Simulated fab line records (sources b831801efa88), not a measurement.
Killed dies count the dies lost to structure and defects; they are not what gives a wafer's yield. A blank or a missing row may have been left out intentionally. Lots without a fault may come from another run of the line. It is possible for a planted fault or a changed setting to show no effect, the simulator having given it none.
Struck lot and sound lot, side by side / flow sky130 / 17 steps out of a route of 708
Sound: these wafers, L862.2, L862.5, L862.6. The struck wafers were L867.2, L867.4, L867.5. Last of all comes the cause.
For every step that has rows: the tool of each side, followed by ch and its chambers, followed by its first start. Under that, the readings that differ: sound wafers / struck wafers / difference of the means / sigmas: that difference in standard deviations of wafers without a fault.
alike: readings whose means differ by less than 2 such deviations, and words and numbers that are the same on both sides. not compared: withheld readings, readings that some wafer has no value for, bounds like >300 that may hide the same value, and numbers for which the record gives no deviation and whose values overlap.
The two part at a step that has a row with sigmas, a row that says differs or no value, or rows on one side only. When numbers do not overlap yet have no deviation, they are printed without sigmas and do not part them. A reading that every wafer of one side lacks parts them only if that side has two wafers or more.

SKY_LDD_HVN_OVL_MEAS_07:
  sound on overlay-02 at day 21 06:55; struck on overlay-01 at day 23 06:09
  alike: LDD_HVN_OVL
then, 1 step without rows for these wafers: SKY_LDD_HVN_IMPLANT_08.
SKY_LDD_HVN_STRIP_09: strips in O2/N2.
  sound on plasmaAsher-03 ch 0,1, day 21 07:06; struck on plasmaAsher-03 ch 1, day 23 06:20
reading=stripTimeToEndpointS (s); sound=4.151 4.142 4.136; struck=4.105 4.135 4.097; difference=-0.031; sigmas=-2
  alike: drypumpMotorCurrentA, oesProductAu
  not compared: rfHoursCounterH
SKY_LDD_HVN_TW_MEAS_10:
  sound on filmMetro-02 at day 21 07:13; struck on filmMetro-01 at day 23 06:26
reading=LDD_HVN_TW; sound=1425 1419 1419; struck=1449 1458 1460; difference=+35; sigmas=+2
then, 7 steps without rows for these wafers: SKY_LDD_HVP_DEHYDRATE_00 (time 60 s); SKY_LDD_HVP_HMDS_01 (prime time 60 s); SKY_LDD_HVP_COAT_02 (resist thk 300 nm); SKY_LDD_HVP_SOFTBAKE_03 (time 60 s); SKY_LDD_HVP_EXPOSE_04 (exposes mask HVPTM, target cd 700 nm); SKY_LDD_HVP_PEB_05; SKY_LDD_HVP_DEVELOP_06 (develop time 60 s).
SKY_LDD_HVP_OVL_MEAS_07:
  sound on overlay-02 at day 22 13:28; struck on overlay-01 at day 24 12:32
  alike: LDD_HVP_OVL
SKY_LDD_HVP_IMPLANT_08:
  sound on implanter-02 ch 0, day 22 13:32; struck on implanter-02 ch 0, day 24 12:35
reading=doseIonsCm2; sound=1.7021e+13 1.7002e+13 1.7024e+13; struck=1.0863e+13 1.0848e+13 1.0825e+13; difference=-6.1703e+12; sigmas=-99 or more
reading=faradayCurrentUA; sound=97.7 95.8 95.9; struck=61.9 62.4 60.2; difference=-35.0; sigmas=-22
SKY_LDD_HVP_STRIP_09: strips in O2/N2.
  sound on plasmaAsher-04 ch 0,1, day 22 13:39; struck on plasmaAsher-02 ch 0,1, day 24 12:43
  alike: drypumpMotorCurrentA, oesProductAu, stripTimeToEndpointS
  not compared: rfHoursCounterH
SKY_LDD_HVP_TW_MEAS_10:
  sound on filmMetro-03 at day 22 13:46; struck on filmMetro-04 at day 24 12:49
reading=LDD_HVP_TW; sound=455 455 452; struck=404 405 406; difference=-49; sigmas=-13
then, 1 step without rows for these wafers: SKY_LDD_LDN_DEHYDRATE_00 (time 60 s).
-- record jumps: 23 days separate the struck wafers' starts on either side; left off in module LDD_LDN, taken up again in module PAD_OPEN, whose first shown step is the route's number 708 --
SKY_PAD_OPEN_PROBE_99:
  sound on prober-01 at day 46 10:50; struck on prober-02 at day 47 14:22
reading=killedAtOther; sound=1; struck=0 0 0; difference=-1; sigmas=-2
reading=killedShort; sound=28; struck=50 31 43; difference=+13; sigmas=+2
reading=model.etest.tip_p_5v.rsOhmSq; sound=2866; struck=3984 3991 3976; difference=+1118; sigmas=
reading=model.etest.pfetG5v0d10v5.rOnOhmUm; sound=4720; struck=4922 4912 4916; difference=+197; sigmas=
reading=model.etest.pfetG5v0d10v5.driveUaUm; sound=343; struck=327.2 334.3 330.4; difference=-12.4; sigmas=
reading=model.etest.pfetG5v0d10v5.offLog10AUm; sound=-12.44; struck=-13.1 -12.57 -12.67; difference=-0.3; sigmas=
  alike: killed_at_M0_to_M3, killed_at_M4_up, killedAtContacts, killedAtFrontEnd, killedDies, killedOpen
  not compared: model.etest.tip_p_5v.rsOhmSqRange

== WHERE THEY PART ==
Last at SKY_PAD_OPEN_PROBE_99 as far as this record goes, first at SKY_LDD_HVN_STRIP_09.

WHY: whatever the simulator had introduced
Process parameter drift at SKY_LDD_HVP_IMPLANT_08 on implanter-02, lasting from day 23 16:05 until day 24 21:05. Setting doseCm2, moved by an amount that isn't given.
